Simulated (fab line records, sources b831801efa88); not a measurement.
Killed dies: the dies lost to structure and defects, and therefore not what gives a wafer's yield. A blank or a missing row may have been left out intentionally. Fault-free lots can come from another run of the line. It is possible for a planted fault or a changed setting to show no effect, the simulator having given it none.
Which tool did it?    flow gf180mcu    11 lots with 33 wafers sampled at 6 steps, on a route of 602 steps

== WHAT THE GAUGES SHOWED, per wafer ==
GF_M1_RS_MEAS_05: the measuring method here is four-point-probe.
lot   measured      on             M1_ALCU_RS (ohm/sq)
L655  day 16 10:58  film metro-04  0.0687 0.0693 0.0684
L656  day 16 18:26  film metro-02  0.0689 0.0685 0.0690
L657  day 17 03:36  film metro-03  0.0695 0.0690 0.0703
L658  day 17 17:17  film metro-03  0.0685 0.0690 0.0690
L661  day 18 21:39  film metro-02  0.0709 0.0691 0.0700
L667  day 20 23:50  film metro-03  0.0475 0.0478 0.0478 0.0474 0.0478 0.0478
L668  day 21 07:40  film metro-03  0.0475 0.0476 0.0471 0.0474 0.0476 0.0472
L674  day 23 06:31  film metro-04  0.0678 0.0678 0.0680
L675  day 23 13:25  film metro-02  0.0686 0.0700 0.0689
L676  day 23 20:23  film metro-02  0.0697 0.0690 0.0688
L677  day 24 15:28  film metro-04  0.0693 0.0691 0.0692

GF_M1_THK_MEAS_06: measures by xrf.
lot   measured      on             M1_ALCU_THK (nm)
L655  day 16 11:04  film metro-04  452 451 454
L656  day 16 18:33  film metro-02  461 463 461
L657  day 17 03:43  film metro-03  449 457 441
L658  day 17 17:24  film metro-03  456 455 454
L661  day 18 21:45  film metro-02  446 459 452
L667  day 21 01:43  film metro-03  658 653 652 655 653 649
L668  day 21 10:18  film metro-03  655 656 660 654 660 659
L674  day 23 06:38  film metro-04  459 461 459
L675  day 23 13:32  film metro-02  457 454 460
L676  day 23 20:30  film metro-02  454 460 455
L677  day 24 15:35  film metro-04  446 455 448

GF_M1_CD_MEAS_14 targets a cd of 230 nm.
lot   measured      on         cd nm (nm)
L655  day 17 09:29  cd sem-01  228.4 229.9 228.9
L656  day 17 16:33  cd sem-01  229.6 230.0 229.8
L657  day 18 01:58  cd sem-02  230.7 227.6 228.7
L658  day 18 16:19  cd sem-01  229.2 228.5 229.1
L661  day 19 21:26  cd sem-01  229.9 230.6 231.3
L667  day 21 23:18  cd sem-01  229.9 231.0 232.2
L668  day 22 06:43  cd sem-01  230.9 229.4 230.6
L674  day 24 03:58  cd sem-01  231.0 230.5 230.6
L675  day 24 11:54  cd sem-01  231.2 230.6 231.0
L676  day 24 18:38  cd sem-01  228.7 228.2 228.4
L677  day 25 12:44  cd sem-02  230.5 229.9 230.4

== WHAT TOOL EACH LOT RAN ON (gives the tool, then ch and the chambers of the sampled wafers, and finally the start) ==
lot   GF_SALICIDE_SPUTTER_03        GF_SALICIDE_RTA_08                GF_M1_SPUTTER_02
L655  pvd sputter-01, day 15 09:26  rtp anneal-02 ch 0, day 15 09:52  pvd sputter-04, day 16 10:50
L656  pvd sputter-01, day 15 17:23  rtp anneal-02 ch 0, day 15 17:47  pvd sputter-03, day 16 18:20
L657  pvd sputter-03, day 16 02:34  rtp anneal-02 ch 0, day 16 02:58  pvd sputter-03, day 17 03:31
L658  pvd sputter-01, day 16 16:17  rtp anneal-02 ch 0, day 16 16:47  pvd sputter-03, day 17 17:11
L661  pvd sputter-01, day 17 19:10  rtp anneal-02 ch 0, day 17 19:37  pvd sputter-02, day 18 21:31
L667  pvd sputter-04, day 19 20:38  rtp anneal-01 ch 0, day 19 21:02  pvd sputter-03, day 20 23:45
L668  pvd sputter-04, day 20 04:26  rtp anneal-02 ch 0, day 20 04:50  pvd sputter-03, day 21 07:35
L674  pvd sputter-01, day 22 04:23  rtp anneal-02 ch 0, day 22 04:47  pvd sputter-04, day 23 06:23
L675  pvd sputter-01, day 22 12:39  rtp anneal-01 ch 0, day 22 13:02  pvd sputter-04, day 23 13:20
L676  pvd sputter-01, day 22 19:01  rtp anneal-01 ch 0, day 22 19:26  pvd sputter-04, day 23 20:17
L677  pvd sputter-01, day 23 14:26  rtp anneal-02 ch 0, day 23 14:55  pvd sputter-03, day 24 15:23
- GF_SALICIDE_SPUTTER_03: material TiN, target thk 20 nm, time 16.7 s.
- GF_SALICIDE_RTA_08: time 30 s.
- GF_M1_SPUTTER_02: material AlCu, target thk 450 nm, time 23.9 s.

== AS READ BY THE TOOLS THEMSELVES (means over the sampled wafers that have a number; for cases with no such wafer, the mark the record gives instead) ==
GF_SALICIDE_SPUTTER_03.
lot   tool            throttle valve pct (%)
L655  pvd sputter-01  30.8
L656  pvd sputter-01  30.3
L657  pvd sputter-03  29.2
L658  pvd sputter-01  32.0
L661  pvd sputter-01  31.0
L667  pvd sputter-04  29.0
L668  pvd sputter-04  29.3
L674  pvd sputter-01  30.0
L675  pvd sputter-01  30.0
L676  pvd sputter-01  30.2
L677  pvd sputter-01  31.0

GF_SALICIDE_RTA_08.
lot   tool           lamp power pct (%)  wafer_temp_C_max
L655  rtp anneal-02  15.3                803.0
L656  rtp anneal-02  15.3                802.9
L657  rtp anneal-02  15.3                802.8
L658  rtp anneal-02  15.3                803.5
L661  rtp anneal-02  15.3                803.4
L667  rtp anneal-01  17.8                801.7
L668  rtp anneal-02  15.3                803.0
L674  rtp anneal-02  15.3                803.5
L675  rtp anneal-01  17.8                801.2
L676  rtp anneal-01  17.8                801.5
L677  rtp anneal-02  15.3                803.4

GF_M1_SPUTTER_02.
lot   tool            throttle valve pct (%)
L655  pvd sputter-04  29.5
L656  pvd sputter-03  29.9
L657  pvd sputter-03  30.2
L658  pvd sputter-03  30.1
L661  pvd sputter-02  30.5
L667  pvd sputter-03  30.1
L668  pvd sputter-03  29.5
L674  pvd sputter-04  29.3
L675  pvd sputter-04  29.5
L676  pvd sputter-04  29.8
L677  pvd sputter-03  29.9

== THE ANSWER, worked out from the rows above alone ==
Rule: what is usual is taken from the lots themselves. Put in order of their means at a reading, lots are off if they are a third of the lots or fewer, leave a main group of 4 or more, and stand apart from it by a gap of 3 or more times the standard deviation of the main group's means; of several such gaps the widest counts. The tables above print the reading to a certain number of digits; a main group whose means all agree to those digits is not used. Also off: a lot with no number at a reading for which 4 or more lots have one. Where the step has rows for the other lots, those lots are counted as sound. Order of review: gauges by route order, followed by the tools' own readings, for which a lot's mean as printed above is used. The first step at which some lot is off is used, and at that step the reading that is off furthest; a lot without a number counts as furthest.
Off: L667, L668, at GF_M1_RS_MEAS_05 (M1_ALCU_RS). Mean 0.0690 ohm/sq and standard deviation 0.00056 in the main group.
If a tool, at a process step before that reading, ran all the lots that are off and no sound lot after the first of them, it fits. Gauges at GF_M1_RS_MEAS_05: tried the same way as those tools. This does not decide it: 2 tools fit, namely pvd sputter-04 at GF_SALICIDE_SPUTTER_03 and film metro-03 at GF_M1_RS_MEAS_05.

== WHAT THE SIMULATOR HAD PUT IN ==
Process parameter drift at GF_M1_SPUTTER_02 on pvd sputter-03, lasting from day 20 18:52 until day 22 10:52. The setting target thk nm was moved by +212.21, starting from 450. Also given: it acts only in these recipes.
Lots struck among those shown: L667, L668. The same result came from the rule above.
